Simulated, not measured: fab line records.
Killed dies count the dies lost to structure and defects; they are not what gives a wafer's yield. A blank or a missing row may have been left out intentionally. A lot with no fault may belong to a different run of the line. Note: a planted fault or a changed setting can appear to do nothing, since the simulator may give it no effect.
Which tool was responsible? :: flow gf180mcu :: Sampling: 11 lots, 33 wafers, 5 of 602 route steps

== WHAT THE GAUGES SHOWED, per wafer ==
GF_MIM_RS_MEAS_10: uses a four-point probe to measure.
lot: L181
measured: day 24 10:14
on: film-metro-02
MIM_ALCU_RS (ohm/sq): 0.1616 0.1605 0.1616

lot: L183
measured: day 25 00:29
on: film-metro-02
MIM_ALCU_RS (ohm/sq): 0.1599 0.1586 0.1596

lot: L187
measured: day 26 17:11
on: film-metro-02
MIM_ALCU_RS (ohm/sq): 0.1623 0.1644 0.1641

lot: L188
measured: day 27 00:16
on: film-metro-02
MIM_ALCU_RS (ohm/sq): 0.1622 0.1236 0.1242

lot: L189
measured: day 27 03:29
on: film-metro-02
MIM_ALCU_RS (ohm/sq): 0.1227 0.1612 0.1609

lot: L196
measured: day 29 10:23
on: film-metro-01
MIM_ALCU_RS (ohm/sq): 0.1593 0.1593 0.1579

lot: L199
measured: day 30 11:01
on: film-metro-03
MIM_ALCU_RS (ohm/sq): 0.1609 0.1616 0.1614

lot: L200
measured: day 30 21:53
on: film-metro-02
MIM_ALCU_RS (ohm/sq): 0.1613 0.1625 0.1618

lot: L201
measured: day 30 23:20
on: film-metro-02
MIM_ALCU_RS (ohm/sq): 0.1634 0.1626 0.1611

lot: L203
measured: day 31 12:22
on: film-metro-02
MIM_ALCU_RS (ohm/sq): 0.1581 0.1620 0.1609

lot: L204
measured: day 31 14:29
on: film-metro-02
MIM_ALCU_RS (ohm/sq): 0.1639 0.1609 0.1631

== WHICH TOOL RAN EACH LOT (tool, then ch and the chambers of the sampled wafers, then the start) ==
lot: L181
GF_V4_STRIP_18: plasma-asher-04 ch 0,1, day 24 08:35
GF_V4_SPUTTER_22: pvd-sputter-03, day 24 09:11
GF_MIM_SPUTTER_08: pvd-sputter-03, day 24 10:11
GF_MIM_SPUTTER_09: pvd-sputter-03, day 24 10:12

lot: L183
GF_V4_STRIP_18: plasma-asher-02 ch 0,1, day 24 22:51
GF_V4_SPUTTER_22: pvd-sputter-04, day 24 23:26
GF_MIM_SPUTTER_08: pvd-sputter-02, day 25 00:26
GF_MIM_SPUTTER_09: pvd-sputter-02, day 25 00:27

lot: L187
GF_V4_STRIP_18: plasma-asher-02 ch 0,1, day 26 15:32
GF_V4_SPUTTER_22: pvd-sputter-04, day 26 16:08
GF_MIM_SPUTTER_08: pvd-sputter-01, day 26 17:08
GF_MIM_SPUTTER_09: pvd-sputter-01, day 26 17:09

lot: L188
GF_V4_STRIP_18: plasma-asher-04 ch 0,1, day 26 22:36
GF_V4_SPUTTER_22: pvd-sputter-04, day 26 23:14
GF_MIM_SPUTTER_08: pvd-sputter-01, day 27 00:13
GF_MIM_SPUTTER_09: pvd-sputter-01, day 27 00:14

lot: L189
GF_V4_STRIP_18: plasma-asher-01 ch 0,1, day 27 01:48
GF_V4_SPUTTER_22: pvd-sputter-04, day 27 02:24
GF_MIM_SPUTTER_08: pvd-sputter-01, day 27 03:25
GF_MIM_SPUTTER_09: pvd-sputter-01, day 27 03:26

lot: L196
GF_V4_STRIP_18: plasma-asher-01 ch 0,1, day 29 08:41
GF_V4_SPUTTER_22: pvd-sputter-01, day 29 09:17
GF_MIM_SPUTTER_08: pvd-sputter-02, day 29 10:18
GF_MIM_SPUTTER_09: pvd-sputter-02, day 29 10:20

lot: L199
GF_V4_STRIP_18: plasma-asher-01 ch 0,1, day 30 09:20
GF_V4_SPUTTER_22: pvd-sputter-03, day 30 09:58
GF_MIM_SPUTTER_08: pvd-sputter-01, day 30 10:58
GF_MIM_SPUTTER_09: pvd-sputter-01, day 30 10:59

lot: L200
GF_V4_STRIP_18: plasma-asher-04 ch 0,1, day 30 20:15
GF_V4_SPUTTER_22: pvd-sputter-01, day 30 20:50
GF_MIM_SPUTTER_08: pvd-sputter-01, day 30 21:50
GF_MIM_SPUTTER_09: pvd-sputter-01, day 30 21:51

lot: L201
GF_V4_STRIP_18: plasma-asher-04 ch 0,1, day 30 21:41
GF_V4_SPUTTER_22: pvd-sputter-04, day 30 22:17
GF_MIM_SPUTTER_08: pvd-sputter-01, day 30 23:17
GF_MIM_SPUTTER_09: pvd-sputter-01, day 30 23:18

lot: L203
GF_V4_STRIP_18: plasma-asher-02 ch 0,1, day 31 10:41
GF_V4_SPUTTER_22: pvd-sputter-04, day 31 11:19
GF_MIM_SPUTTER_08: pvd-sputter-03, day 31 12:18
GF_MIM_SPUTTER_09: pvd-sputter-03, day 31 12:19

lot: L204
GF_V4_STRIP_18: plasma-asher-01 ch 0,1, day 31 12:47
GF_V4_SPUTTER_22: pvd-sputter-04, day 31 13:26
GF_MIM_SPUTTER_08: pvd-sputter-01, day 31 14:25
GF_MIM_SPUTTER_09: pvd-sputter-01, day 31 14:26
- GF_V4_STRIP_18: strips in O2/N2.
- GF_V4_SPUTTER_22: material TiN, target thk 10 nm, time 40 s.
- GF_MIM_SPUTTER_08: material AlCu, target thk 200 nm, time 10.6 s.
- GF_MIM_SPUTTER_09: material TiN, target thk 35 nm, time 29.2 s.

== THE ANSWER, worked out from the rows above alone ==
Rule: usual is defined by the lots themselves. The widest of any qualifying gaps counts: lots, ordered by their means at a reading, are off when they make up no more than a third of the lots, leave a main group of 4 or more, and stand apart from it by 3 or more times the standard deviation of that group's means. A main group is skipped when, at the precision printed for the reading in the tables above, its means are all equal. Also off: a lot with no number at a reading for which 4 or more lots have one. The other lots that the step has rows for count as sound.
Off: L188, L189, at GF_MIM_RS_MEAS_10 (MIM_ALCU_RS). For the main group the mean is 0.1613 ohm/sq and the standard deviation 0.0015.
If a tool, at a process step before that reading, ran all the lots that are off and no sound lot after the first of them, it fits. Those tools and the gauges at GF_MIM_RS_MEAS_10 are tried in the same way. Not one of the candidates tried fits.

== WHAT THE SIMULATOR PUT IN ==
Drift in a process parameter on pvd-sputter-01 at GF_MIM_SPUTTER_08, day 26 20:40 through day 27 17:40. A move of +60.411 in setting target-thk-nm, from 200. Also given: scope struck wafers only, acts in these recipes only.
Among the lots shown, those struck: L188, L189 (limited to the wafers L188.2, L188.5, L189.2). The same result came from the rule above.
